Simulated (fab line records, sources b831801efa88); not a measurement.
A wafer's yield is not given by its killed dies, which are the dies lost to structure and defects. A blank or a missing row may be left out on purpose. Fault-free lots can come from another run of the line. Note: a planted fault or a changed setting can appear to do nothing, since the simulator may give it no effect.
Which tool did it? :: flow sky130 :: 12 lots, 36 wafers sampled, at 5 steps of a route of 708

## WHAT THE GAUGES READ, wafer by wafer
SKY_NWELL_RS_MEAS_31: measures by four-point-probe. Usual: PWDE_RS typically reads 5282 ohm/sq, with standard deviation 18.
lot: L944
measured: day 5 20:32
on: film-metro-01
PWDE_RS (ohm/sq): 5264 5266 5279
flag: 

lot: L945
measured: day 6 04:14
on: film-metro-02
PWDE_RS (ohm/sq): 5305 5287 5284
flag: 

lot: L946
measured: day 6 10:01
on: film-metro-01
PWDE_RS (ohm/sq): 5308 5303 5304
flag: 

lot: L947
measured: day 6 14:14
on: film-metro-02
PWDE_RS (ohm/sq): 5262 5277 5273
flag: 

lot: L949
measured: day 7 02:04
on: film-metro-02
PWDE_RS (ohm/sq): 5300 5290 5275
flag: 

lot: L950
measured: day 7 07:11
on: film-metro-02
PWDE_RS (ohm/sq): 5266 5266 5268
flag: 

lot: L951
measured: day 7 19:38
on: film-metro-01
PWDE_RS (ohm/sq): 5271 5279 5276
flag: 

lot: L958
measured: day 9 11:25
on: film-metro-01
PWDE_RS (ohm/sq): 5256 5268 5286
flag: 

lot: L960
measured: day 9 23:29
on: film-metro-02
PWDE_RS (ohm/sq): 5305 5294 5301
flag: 

lot: L962
measured: day 10 11:56
on: film-metro-02
PWDE_RS (ohm/sq): 5263 5274 5276
flag: 

lot: L963
measured: day 10 16:26
on: film-metro-01
PWDE_RS (ohm/sq): 5288 5268 5292
flag: 

lot: L965
measured: day 11 01:50
on: film-metro-01
PWDE_RS (ohm/sq): 5314 5312 5311
flag: 

SKY_VT_ADJUST_NCORE_OVL_MEAS_08. Usual: VT_ADJUST_NCORE_OVL typically reads -0.3 nm, with standard deviation 1.4.
lot: L944
measured: day 9 02:31
on: overlay-02
VT_ADJUST_NCORE_OVL (nm): -2.6 -2.8 -2.5
flag: 

lot: L945
measured: day 9 12:16
on: overlay-02
VT_ADJUST_NCORE_OVL (nm): -1.6 -1.2 -0.8
flag: 

lot: L946
measured: day 9 18:34
on: overlay-01
VT_ADJUST_NCORE_OVL (nm): -1.3 1.0 -1.2
flag: 

lot: L947
measured: day 10 00:13
on: overlay-01
VT_ADJUST_NCORE_OVL (nm): 1.0 0.8 1.3
flag: 

lot: L949
measured: day 10 14:37
on: overlay-02
VT_ADJUST_NCORE_OVL (nm): -0.7 -1.0 -0.4
flag: 

lot: L950
measured: day 10 20:22
on: overlay-02
VT_ADJUST_NCORE_OVL (nm): -1.8 -0.9 -2.1
flag: 

lot: L951
measured: day 11 09:35
on: overlay-01
VT_ADJUST_NCORE_OVL (nm): -1.7 -2.0 -0.2
flag: 

lot: L958
measured: day 13 08:11
on: overlay-01
VT_ADJUST_NCORE_OVL (nm): 0.8 0.9 -0.5
flag: 

lot: L960
measured: day 13 23:43
on: overlay-02
VT_ADJUST_NCORE_OVL (nm): 1.1 1.7 0.8
flag: 

lot: L962
measured: day 14 14:11
on: overlay-02
VT_ADJUST_NCORE_OVL (nm): 1.2 1.6 1.7
flag: 

lot: L963
measured: day 14 21:23
on: overlay-02
VT_ADJUST_NCORE_OVL (nm): 1.4 1.0 2.0
flag: 

lot: L965
measured: day 15 05:35
on: overlay-01
VT_ADJUST_NCORE_OVL (nm): 1.3 0.8 -1.0
flag: 

SKY_VT_ADJUST_PCH_TW_MEAS_10. Usual: VT_ADJUST_PCH_TW typically reads 141.9, with standard deviation 0.95.
lot: L944
measured: day 11 00:31
on: film-metro-02
VT_ADJUST_PCH_TW: 143.0 142.7 143.8
flag: 

lot: L945
measured: day 11 10:19
on: film-metro-04
VT_ADJUST_PCH_TW: 140.5 139.8 141.0
flag: 

lot: L946
measured: day 11 15:38
on: film-metro-02
VT_ADJUST_PCH_TW: 142.7 142.7 143.0
flag: 

lot: L947
measured: day 11 23:10
on: film-metro-04
VT_ADJUST_PCH_TW: 139.7 140.3 140.9
flag: 

lot: L949
measured: day 12 15:02
on: film-metro-01
VT_ADJUST_PCH_TW: 141.9 142.1 140.8
flag: 

lot: L950
measured: day 12 20:03
on: film-metro-04
VT_ADJUST_PCH_TW: 151.0 150.9 150.5 149.9 151.1 150.1
flag: OFF

lot: L951
measured: day 13 10:57
on: film-metro-04
VT_ADJUST_PCH_TW: 150.4 150.4 148.9 149.8 150.4 149.3
flag: OFF

lot: L958
measured: day 15 13:40
on: film-metro-01
VT_ADJUST_PCH_TW: 141.3 140.4 140.9
flag: 

lot: L960
measured: day 16 06:49
on: film-metro-02
VT_ADJUST_PCH_TW: 143.8 143.6 143.2
flag: 

lot: L962
measured: day 16 22:31
on: film-metro-04
VT_ADJUST_PCH_TW: 141.6 141.9 141.9
flag: 

lot: L963
measured: day 17 05:46
on: film-metro-01
VT_ADJUST_PCH_TW: 142.0 141.9 141.6
flag: 

lot: L965
measured: day 17 15:07
on: film-metro-02
VT_ADJUST_PCH_TW: 142.0 142.0 142.0
flag: 

SKY_SONOS_TUNNEL_CD_MEAS_07 targets a cd of 410 nm. Usual: cd-nm reads 409.6 nm (standard deviation 2.2).
lot: L944
measured: day 11 23:04
on: cd-sem-01
cd-nm (nm): 408.5 409.9 408.4
flag: 

lot: L945
measured: day 12 09:25
on: cd-sem-01
cd-nm (nm): 412.3 410.2 408.9
flag: 

lot: L946
measured: day 12 17:04
on: cd-sem-01
cd-nm (nm): 412.8 409.7 409.8
flag: 

lot: L947
measured: day 12 23:18
on: cd-sem-01
cd-nm (nm): 411.8 412.3 411.2
flag: 

lot: L949
measured: day 13 16:13
on: cd-sem-02
cd-nm (nm): 411.4 412.5 410.5
flag: 

lot: L950
measured: day 13 21:24
on: cd-sem-02
cd-nm (nm): 410.9 411.0 410.2
flag: 

lot: L951
measured: day 14 12:54
on: cd-sem-02
cd-nm (nm): 410.2 411.8 411.3
flag: 

lot: L958
measured: day 16 17:17
on: cd-sem-01
cd-nm (nm): 409.0 408.1 409.3
flag: 

lot: L960
measured: day 17 11:14
on: cd-sem-02
cd-nm (nm): 410.6 411.5 410.3
flag: 

lot: L962
measured: day 18 03:09
on: cd-sem-01
cd-nm (nm): 409.6 407.8 408.4
flag: 

lot: L963
measured: day 18 10:58
on: cd-sem-02
cd-nm (nm): 411.5 409.3 410.9
flag: 

lot: L965
measured: day 18 20:50
on: cd-sem-02
cd-nm (nm): 410.0 409.6 408.0
flag: 

## WHICH TOOL RAN EACH LOT (tool, then ch and the chambers of the sampled wafers, then the start)
lot: L944
SKY_VT_ADJUST_PCH_IMPLANT_08: implanter-01 ch 0, day 11 00:16

lot: L945
SKY_VT_ADJUST_PCH_IMPLANT_08: implanter-03 ch 0, day 11 10:04

lot: L946
SKY_VT_ADJUST_PCH_IMPLANT_08: implanter-03 ch 0, day 11 15:23

lot: L947
SKY_VT_ADJUST_PCH_IMPLANT_08: implanter-04 ch 0, day 11 22:55

lot: L949
SKY_VT_ADJUST_PCH_IMPLANT_08: implanter-03 ch 0, day 12 14:47

lot: L950
SKY_VT_ADJUST_PCH_IMPLANT_08: implanter-03 ch 0, day 12 19:48

lot: L951
SKY_VT_ADJUST_PCH_IMPLANT_08: implanter-03 ch 0, day 13 10:42

lot: L958
SKY_VT_ADJUST_PCH_IMPLANT_08: implanter-04 ch 0, day 15 13:26

lot: L960
SKY_VT_ADJUST_PCH_IMPLANT_08: implanter-03 ch 0, day 16 06:35

lot: L962
SKY_VT_ADJUST_PCH_IMPLANT_08: implanter-04 ch 0, day 16 22:16

lot: L963
SKY_VT_ADJUST_PCH_IMPLANT_08: implanter-03 ch 0, day 17 05:31

lot: L965
SKY_VT_ADJUST_PCH_IMPLANT_08: implanter-04 ch 0, day 17 14:54
- SKY_VT_ADJUST_PCH_IMPLANT_08

## WHAT THE TOOLS THEMSELVES READ (means of the sampled wafers that have a number; where no wafer has one, the mark that the record gives instead)
SKY_VT_ADJUST_PCH_IMPLANT_08. Usual: beam-energy-keV 10.000, standard deviation 0.0035; beam-on-s 10.01 s, standard deviation 0.2; dose-ions-cm2 5.001e+11, standard deviation 5.5e+08; end-station-pressure-torr 4.98e-06 Torr, standard deviation 2.7e-07; faraday-current-uA 2.82, standard deviation 0.055.
lot: L944
tool: implanter-01
beam-energy-keV: 9.996
beam-on-s (s): 10.03
dose-ions-cm2: 4.999e+11
end-station-pressure-torr (Torr): 4.93e-06
faraday-current-uA: 2.81
flag: 

lot: L945
tool: implanter-03
beam-energy-keV: 9.996
beam-on-s (s): 10.10
dose-ions-cm2: 5.004e+11
end-station-pressure-torr (Torr): 5.13e-06
faraday-current-uA: 2.80
flag: 

lot: L946
tool: implanter-03
beam-energy-keV: 9.994
beam-on-s (s): 10.09
dose-ions-cm2: 4.998e+11
end-station-pressure-torr (Torr): 5.14e-06
faraday-current-uA: 2.79
flag: 

lot: L947
tool: implanter-04
beam-energy-keV: 10.003
beam-on-s (s): 9.96
dose-ions-cm2: 4.994e+11
end-station-pressure-torr (Torr): 5.03e-06
faraday-current-uA: 2.84
flag: 

lot: L949
tool: implanter-03
beam-energy-keV: 10.002
beam-on-s (s): 9.84
dose-ions-cm2: 4.998e+11
end-station-pressure-torr (Torr): 5.03e-06
faraday-current-uA: 2.87
flag: 

lot: L950
tool: implanter-03
beam-energy-keV: 10.002
beam-on-s (s): 12.37
dose-ions-cm2: 5.000e+11
end-station-pressure-torr (Torr): 1.06e-04
faraday-current-uA: 2.31
flag: OFF

lot: L951
tool: implanter-03
beam-energy-keV: 10.002
beam-on-s (s): 12.34
dose-ions-cm2: 5.006e+11
end-station-pressure-torr (Torr): 1.02e-04
faraday-current-uA: 2.31
flag: OFF

lot: L958
tool: implanter-04
beam-energy-keV: 9.999
beam-on-s (s): 10.03
dose-ions-cm2: 4.995e+11
end-station-pressure-torr (Torr): 4.98e-06
faraday-current-uA: 2.81
flag: 

lot: L960
tool: implanter-03
beam-energy-keV: 9.999
beam-on-s (s): 9.77
dose-ions-cm2: 5.007e+11
end-station-pressure-torr (Torr): 4.93e-06
faraday-current-uA: 2.88
flag: 

lot: L962
tool: implanter-04
beam-energy-keV: 10.005
beam-on-s (s): 10.24
dose-ions-cm2: 5.001e+11
end-station-pressure-torr (Torr): 5.17e-06
faraday-current-uA: 2.75
flag: 

lot: L963
tool: implanter-03
beam-energy-keV: 10.007
beam-on-s (s): 10.07
dose-ions-cm2: 5.007e+11
end-station-pressure-torr (Torr): 4.89e-06
faraday-current-uA: 2.80
flag: 

lot: L965
tool: implanter-04
beam-energy-keV: 10.000
beam-on-s (s): 9.80
dose-ions-cm2: 5.002e+11
end-station-pressure-torr (Torr): 5.17e-06
faraday-current-uA: 2.87
flag: 

## THE ANSWER, worked out from the rows above alone
Rule: lot off if the mean of its wafers having a number is beyond 3 standard deviations from the usual mean. A lot without any number at a reading at which 4 lots or more have one is off too. The other lots that the step has rows for count as sound. After the gauges, taken in route order, come the tools' own readings; for these a lot's mean is taken, as printed above. The first step at which some lot is off is used, and at that step the reading that is off furthest; a lot without a number counts as furthest.
Off: L950, L951, at SKY_VT_ADJUST_PCH_TW_MEAS_10 (VT_ADJUST_PCH_TW).
If a tool, at a process step before that reading, ran all the lots that are off and no sound lot after the first of them, it fits. Not tried: the gauges at SKY_VT_ADJUST_PCH_TW_MEAS_10; whatever is off there is also off at SKY_VT_ADJUST_PCH_IMPLANT_08, on other tools, and gauge error can't account for it. None of those tried fits.

## WHAT WAS PUT IN BY THE SIMULATOR
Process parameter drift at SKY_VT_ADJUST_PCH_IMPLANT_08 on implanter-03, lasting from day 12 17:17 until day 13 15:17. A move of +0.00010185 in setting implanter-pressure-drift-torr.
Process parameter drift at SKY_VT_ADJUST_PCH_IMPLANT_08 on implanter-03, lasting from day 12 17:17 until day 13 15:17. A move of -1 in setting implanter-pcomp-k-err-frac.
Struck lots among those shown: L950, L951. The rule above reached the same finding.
